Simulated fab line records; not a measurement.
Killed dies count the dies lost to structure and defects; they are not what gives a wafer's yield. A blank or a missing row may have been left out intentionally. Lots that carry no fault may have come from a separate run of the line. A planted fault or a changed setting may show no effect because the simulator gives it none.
Commonality check across tools / flow sky130 / Lots sampled 13, wafers sampled 39

## REASON IT WAS OPENED
At SKY_VT_ADJUST_LVTN_TW_MEAS_21 the reading VT_ADJUST_LVTN_2_TW is flagged on 3 of 13 lots. No-fault wafers: 187.3, standard deviation 1.5.
Rule: a lot is flagged when every wafer of it that has a number lies more than 4 standard deviations from that mean, or none has a number. The rest of the lots are taken to be sound.

lot=L310; measured=day 7 16:10; on=film-metro-04; VT_ADJUST_LVTN_2_TW, wafer by wafer=185.3 184.3 184.9; flag=
lot=L311; measured=day 7 19:16; on=film-metro-01; VT_ADJUST_LVTN_2_TW, wafer by wafer=187.3 188.3 189.4; flag=
lot=L313; measured=day 8 08:37; on=film-metro-04; VT_ADJUST_LVTN_2_TW, wafer by wafer=186.4 186.1 186.5; flag=
lot=L314; measured=day 8 15:42; on=film-metro-01; VT_ADJUST_LVTN_2_TW, wafer by wafer=188.1 187.9 188.8; flag=
lot=L315; measured=day 9 06:31; on=film-metro-01; VT_ADJUST_LVTN_2_TW, wafer by wafer=187.9 189.5 188.9; flag=
lot=L317; measured=day 9 18:57; on=film-metro-01; VT_ADJUST_LVTN_2_TW, wafer by wafer=187.1 187.8 188.9; flag=
lot=L320; measured=day 10 22:27; on=film-metro-01; VT_ADJUST_LVTN_2_TW, wafer by wafer=188.8 188.4 189.8; flag=
lot=L321; measured=day 10 23:53; on=film-metro-01; VT_ADJUST_LVTN_2_TW, wafer by wafer=189.6 189.8 190.2; flag=
lot=L322; measured=day 11 06:14; on=film-metro-02; VT_ADJUST_LVTN_2_TW, wafer by wafer=186.4 186.1 186.4; flag=
lot=L324; measured=day 11 18:47; on=film-metro-01; VT_ADJUST_LVTN_2_TW, wafer by wafer=190.2 189.2 190.7; flag=
lot=L328; measured=day 12 21:52; on=film-metro-02; VT_ADJUST_LVTN_2_TW, wafer by wafer=172.9 172.5 173.1; flag=FLAGGED
lot=L329; measured=day 13 08:37; on=film-metro-02; VT_ADJUST_LVTN_2_TW, wafer by wafer=172.7 171.9 173.0; flag=FLAGGED
lot=L331; measured=day 13 16:03; on=film-metro-04; VT_ADJUST_LVTN_2_TW, wafer by wafer=170.2 172.1 171.5; flag=FLAGGED
The numbers of the flagged lots are 172.2 on average: -15.1 against the usual, or -10 standard deviations.

## WHICH TOOL RAN EACH LOT
The record keeps 1 process step preceding the reading, out of 708 steps on the route. Cell contents, in order: the tool; ch with the chambers the sampled wafers went through; the start.
lot=L310; flag=; SKY_VT_ADJUST_LVTN_IMPLANT_19=implanter-03 ch 0, day 7 15:55
lot=L311; flag=; SKY_VT_ADJUST_LVTN_IMPLANT_19=implanter-03 ch 0, day 7 19:02
lot=L313; flag=; SKY_VT_ADJUST_LVTN_IMPLANT_19=implanter-01 ch 0, day 8 08:22
lot=L314; flag=; SKY_VT_ADJUST_LVTN_IMPLANT_19=implanter-02 ch 0, day 8 15:28
lot=L315; flag=; SKY_VT_ADJUST_LVTN_IMPLANT_19=implanter-01 ch 0, day 9 06:16
lot=L317; flag=; SKY_VT_ADJUST_LVTN_IMPLANT_19=implanter-02 ch 0, day 9 18:42
lot=L320; flag=; SKY_VT_ADJUST_LVTN_IMPLANT_19=implanter-03 ch 0, day 10 22:12
lot=L321; flag=; SKY_VT_ADJUST_LVTN_IMPLANT_19=implanter-02 ch 0, day 10 23:40
lot=L322; flag=; SKY_VT_ADJUST_LVTN_IMPLANT_19=implanter-03 ch 0, day 11 05:59
lot=L324; flag=; SKY_VT_ADJUST_LVTN_IMPLANT_19=implanter-02 ch 0, day 11 18:32
lot=L328; flag=FLAGGED; SKY_VT_ADJUST_LVTN_IMPLANT_19=implanter-03 ch 0, day 12 21:38
lot=L329; flag=FLAGGED; SKY_VT_ADJUST_LVTN_IMPLANT_19=implanter-03 ch 0, day 13 08:22
lot=L331; flag=FLAGGED; SKY_VT_ADJUST_LVTN_IMPLANT_19=implanter-03 ch 0, day 13 15:48
These steps, and what they do:
- SKY_VT_ADJUST_LVTN_IMPLANT_19
- SKY_VT_ADJUST_LVTN_TW_MEAS_21

## FLAGGED OVER TOTAL, TOOL BY TOOL (the gauges that took the reading come last)
step=SKY_VT_ADJUST_LVTN_IMPLANT_19; tool=implanter-01; lots run=2; flagged=0; share of the flagged lots=none; sound lots run after its first flagged lot=-
step=SKY_VT_ADJUST_LVTN_IMPLANT_19; tool=implanter-02; lots run=4; flagged=0; share of the flagged lots=none; sound lots run after its first flagged lot=-
step=SKY_VT_ADJUST_LVTN_IMPLANT_19; tool=implanter-03; lots run=7; flagged=3; share of the flagged lots=all; sound lots run after its first flagged lot=0
step=SKY_VT_ADJUST_LVTN_TW_MEAS_21; tool=film-metro-01; lots run=7; flagged=0; share of the flagged lots=none; sound lots run after its first flagged lot=-
step=SKY_VT_ADJUST_LVTN_TW_MEAS_21; tool=film-metro-02; lots run=3; flagged=2; share of the flagged lots=some; sound lots run after its first flagged lot=0
step=SKY_VT_ADJUST_LVTN_TW_MEAS_21; tool=film-metro-04; lots run=3; flagged=1; share of the flagged lots=some; sound lots run after its first flagged lot=0

## WHAT THE TABLE ALLOWS
Rows of the table that ran each flagged lot: 1, that is implanter-03 at SKY_VT_ADJUST_LVTN_IMPLANT_19.
- implanter-03 at SKY_VT_ADJUST_LVTN_IMPLANT_19 ran 7 lots, 3 of them flagged. A fault beginning between L322 (day 11 05:59), its last sound lot, and L328 (day 12 21:38), its first flagged one, fits the data. Its own readings lie more than 4 standard deviations out on every wafer of the flagged lots: dose-ions-cm2, faraday-current-uA.
What remains is a single tool, implanter-03 at SKY_VT_ADJUST_LVTN_IMPLANT_19.

## WHAT THE SIMULATOR PUT IN
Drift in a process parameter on implanter-03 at SKY_VT_ADJUST_LVTN_IMPLANT_19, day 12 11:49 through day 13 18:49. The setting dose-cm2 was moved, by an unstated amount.
Lots struck among those shown: L328, L329, L331. This agrees with what the rule above found.
